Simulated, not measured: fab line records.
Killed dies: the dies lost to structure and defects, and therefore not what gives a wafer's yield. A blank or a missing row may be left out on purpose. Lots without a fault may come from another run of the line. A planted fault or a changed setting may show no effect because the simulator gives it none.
Which of the tools did it? | flow sfq line | 15 lots, 45 wafers sampled, at 4 steps of a route of 325

== WHAT THE GAUGES SHOWED, per wafer ==
SFQ_INCOMING_BOW_MEAS_900.
lot  | measured    | on            | INCOMING_BOW (um)
L759 | day 1 10:01 | film metro-02 | 5 5 9
L760 | day 1 15:00 | film metro-02 | -3 12 5
L762 | day 2 01:00 | film metro-01 | 1 2 -13
L763 | day 2 06:01 | film metro-01 | 2 -3 2
L764 | day 2 11:02 | film metro-03 | 4 -8 0
L767 | day 3 02:01 | film metro-03 | -6 13 3
L768 | day 3 07:00 | film metro-01 | 14 12 -3
L769 | day 3 12:02 | film metro-01 | 0 -1 4
L770 | day 3 17:01 | film metro-03 | 4 -9 -4
L776 | day 4 23:00 | film metro-02 | -2 5 5
L777 | day 5 04:01 | film metro-02 | -2 2 -7
L778 | day 5 09:02 | film metro-03 | 2 2 5
L780 | day 5 19:00 | film metro-02 | -7 -5 -10
L781 | day 6 00:02 | film metro-01 | -1 11 12
L782 | day 6 05:00 | film metro-02 | -1 14 3

SFQ_C5_OVL_MEAS_937.
lot  | measured     | on         | C5_OVL (nm)
L759 | day 60 16:01 | overlay-02 | 4 -1 0
L760 | day 60 20:41 | overlay-01 | 8 6 4
L762 | day 64 08:47 | overlay-02 | 0 -1 0
L763 | day 64 11:11 | overlay-02 | 2 5 2
L764 | day 68 19:51 | overlay-02 | -4 -3 5
L767 | day 75 20:34 | overlay-01 | - - -
L768 | day 73 04:12 | overlay-01 | - - -
L769 | day 75 22:58 | overlay-02 | - - -
L770 | day 76 04:58 | overlay-02 | 0 -1 1
L776 | day 76 21:45 | overlay-01 | -4 -8 0
L777 | day 77 01:22 | overlay-01 | -3 -3 -2
L778 | day 77 07:22 | overlay-01 | -1 -5 -9
L780 | day 77 13:21 | overlay-01 | -4 -6 -9
L781 | day 77 15:46 | overlay-01 | -1 0 -4
L782 | day 77 18:09 | overlay-01 | -9 0 -6

== WHICH TOOL RAN EACH LOT (tool, then ch and the chambers of the sampled wafers, then the start) ==
lot  | SFQ_TRILAYER_I1_VIA_LITHO_PEB_052 | SFQ_TRILAYER_M5_STRIP_STRIP_127
L759 | litho track-02 ch 0, day 16 20:58 | rie metal-01 ch 0,1, day 54 19:12
L760 | litho track-02 ch 0, day 17 10:09 | rie metal-02 ch 0, day 55 01:12
L762 | litho track-01 ch 0, day 18 14:30 | rie metal-02 ch 0,1, day 58 02:39
L763 | litho track-02 ch 0, day 18 21:43 | rie metal-03 ch 0,1, day 58 09:28
L764 | litho track-03 ch 0, day 19 04:57 | rie metal-03 ch 0,1, day 58 15:40
L767 | litho track-02, day 19 20:31      | rie metal-03 ch 0,1, day 61 02:31
L768 | litho track-02, day 20 13:13      | rie metal-01 ch 0,1, day 61 04:55
L769 | litho track-02, day 20 21:40      | rie metal-02 ch 0,1, day 61 06:19
L770 | litho track-02 ch 0, day 21 08:58 | rie metal-02 ch 1, day 61 09:51
L776 | litho track-03 ch 0, day 22 15:02 | rie metal-03 ch 0,1, day 61 23:03
L777 | litho track-02 ch 0, day 22 20:58 | rie metal-03 ch 0,1, day 62 01:27
L778 | litho track-02 ch 0, day 22 22:11 | rie metal-03 ch 0,1, day 62 05:15
L780 | litho track-01 ch 0, day 23 06:32 | rie metal-03 ch 0, day 62 08:39
L781 | litho track-03 ch 0, day 23 16:11 | rie metal-02 ch 0,1, day 62 10:03
L782 | litho track-01 ch 0, day 23 19:32 | rie metal-01 ch 0,1, day 62 12:15
- SFQ_TRILAYER_I1_VIA_LITHO_PEB_052: peb time 60 s.
- SFQ_TRILAYER_M5_STRIP_STRIP_127: strips in O2.

== WHAT THE TOOLS THEMSELVES READ (means of the sampled wafers that have a number; where no wafer has one, the mark that the record gives instead) ==
SFQ_TRILAYER_I1_VIA_LITHO_PEB_052.
lot  | tool           | chill plate temp C (C) | exhaust pa (Pa)
L759 | litho track-02 | 22.97                  | 43.8
L760 | litho track-02 | 23.06                  | 45.8
L762 | litho track-01 | 22.94                  | 44.5
L763 | litho track-02 | 23.12                  | 45.6
L764 | litho track-03 | 23.01                  | 45.5
L767 | litho track-02 | -                      | -
L768 | litho track-02 | -                      | -
L769 | litho track-02 | -                      | -
L770 | litho track-02 | 22.99                  | 44.8
L776 | litho track-03 | 22.96                  | 44.3
L777 | litho track-02 | 23.03                  | 44.7
L778 | litho track-02 | 23.03                  | 45.0
L780 | litho track-01 | 23.04                  | 44.4
L781 | litho track-03 | 23.09                  | 45.8
L782 | litho track-01 | 22.97                  | 45.1

SFQ_TRILAYER_M5_STRIP_STRIP_127.
lot  | tool         | chamber pressure mTorr (mTorr) | drypump motor current A (A) | oes product au (a.u.)
L759 | rie metal-01 | 50.03                          | 5.4                         | 0.999
L760 | rie metal-02 | 50.01                          | 5.5                         | 0.995
L762 | rie metal-02 | 49.97                          | 5.6                         | 0.991
L763 | rie metal-03 | 49.98                          | 5.5                         | 0.996
L764 | rie metal-03 | 50.04                          | 6.0                         | 0.996
L767 | rie metal-03 | 50.01                          | 6.0                         | 1.000
L768 | rie metal-01 | 50.00                          | 5.4                         | 1.004
L769 | rie metal-02 | 49.98                          | 5.6                         | 0.993
L770 | rie metal-02 | 50.01                          | 5.7                         | 0.989
L776 | rie metal-03 | 50.00                          | 6.0                         | 0.992
L777 | rie metal-03 | 50.00                          | 5.5                         | 0.995
L778 | rie metal-03 | 50.01                          | 5.5                         | 0.994
L780 | rie metal-03 | 50.04                          | 5.1                         | 0.992
L781 | rie metal-02 | 49.96                          | 5.6                         | 0.989
L782 | rie metal-01 | 49.99                          | 5.4                         | 1.007

== THE ANSWER, worked out from the rows above alone ==
Rule: the usual values come from the lots themselves. The widest of any qualifying gaps counts: lots, ordered by their means at a reading, are off when they make up no more than a third of the lots, leave a main group of 4 or more, and stand apart from it by 3 or more times the standard deviation of that group's means. A main group is skipped when, at the precision printed for the reading in the tables above, its means are all equal. A lot without any number at a reading at which 4 lots or more have one is off too. All remaining lots with rows at the step are treated as sound. First the gauges in route order, then the tools' own readings, where a lot's mean is used as printed above. The first step at which some lot is off is used, and at that step the reading that is off furthest; a lot without a number counts as furthest.
Off: L767, L768, L769, at SFQ_C5_OVL_MEAS_937 (C5_OVL). Without a number there: L767, L768, L769. The main group has a mean of -1 nm with a standard deviation of 3.4.
A tool fits if, at a process step before that reading, it ran every lot that is off, and no sound lot after the first of them. The gauges at SFQ_C5_OVL_MEAS_937 aren't tried: what is off there is off at SFQ_TRILAYER_I1_VIA_LITHO_PEB_052 too, on other tools, and a gauge's error can't cause that. No candidate that was tried fits.

== WHAT THE SIMULATOR PUT IN ==
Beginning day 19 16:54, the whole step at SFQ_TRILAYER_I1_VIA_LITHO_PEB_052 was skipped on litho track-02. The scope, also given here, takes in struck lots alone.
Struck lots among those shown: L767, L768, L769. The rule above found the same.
